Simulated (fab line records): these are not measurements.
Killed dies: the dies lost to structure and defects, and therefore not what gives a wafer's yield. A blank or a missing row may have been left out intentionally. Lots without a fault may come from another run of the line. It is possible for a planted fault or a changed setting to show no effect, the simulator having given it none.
Chamber matching -- flow sky130 -- SKY_FIELD_ISO_ETCH_17 on rie-si-02 has 4 sister chambers
The step etches Si in HBr/Cl2/O2, target depth 342 nm, time 97.7 s. 14 wafers are shown with their chamber, then 7 later ones without.

WAFERS WITH THEIR CHAMBER
wafer,chamber,drypump-motor-current-A (A),oes-product-au (a.u.),throttle-valve-pct (%)
L103.1,0,5.43,0.991,25.673
L103.2,1,5.36,1.010,25.654
L103.3,3,5.41,1.003,25.650
L105.1,3,5.41,0.984,25.664
L105.3,1,5.36,1.012,25.647
L105.4,2,5.49,1.002,25.652
L108.3,3,5.44,1.007,25.653
L108.4,1,5.33,1.026,25.650
L108.5,1,5.37,1.017,25.650
L119.1,1,5.39,1.009,25.654
L119.3,0,5.43,0.993,25.664
L119.6,2,5.45,1.000,25.644
L121.1,2,5.51,1.003,25.656
L121.2,0,5.42,0.996,25.644

SIGNATURES (averages over the wafers above)
reading,chamber 0,chamber 1,chamber 2,chamber 3,scatter within a chamber
drypump-motor-current-A,5.4267,5.3620,5.4833,5.4200,0.021
oes-product-au,0.99333,1.01480,1.00167,0.99800,0.00717
throttle-valve-pct,25.66033,25.65100,25.65067,25.65567,0.00812
Rule: a wafer's distance from a chamber is the root of the sum, over the readings, of the square of ((its reading less the chamber's mean) divided by the reading's scatter). The wafer belongs to the nearest chamber; if the next one is less than 2 further off, it can't be placed. The scatter: the root of (the sum of the squares of (reading less its chamber's mean) over the shown wafers, divided by (wafers less chambers)).

WAFERS WITH NO CHAMBER GIVEN
wafer,drypump-motor-current-A (A),oes-product-au (a.u.),throttle-valve-pct (%)
L121.6,5.50,1.006,25.650
L123.1,5.35,1.005,25.655
L123.3,5.42,1.003,25.630
L123.6,5.43,1.005,25.650
L124.1,5.36,0.997,25.660
L124.4,5.46,0.999,25.675
L124.5,5.40,0.994,25.674

WHICH CHAMBER EACH ONE RAN IN
wafer,from the rows above,in truth
L121.6,2,2
L123.1,can't be placed: 1 or 3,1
L123.3,can't be placed: 3 or 2 or 0 or 1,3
L123.6,can't be placed: 3 or 0 or 2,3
L124.1,can't be placed: 1 or 3 or 0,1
L124.4,can't be placed: 0 or 3 or 2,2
L124.5,can't be placed: 0 or 3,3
Correctly placed: 1 of 7. Unplaceable from these rows: 6, with the true chamber sitting among the candidates in 6. Wrongly placed: 0.
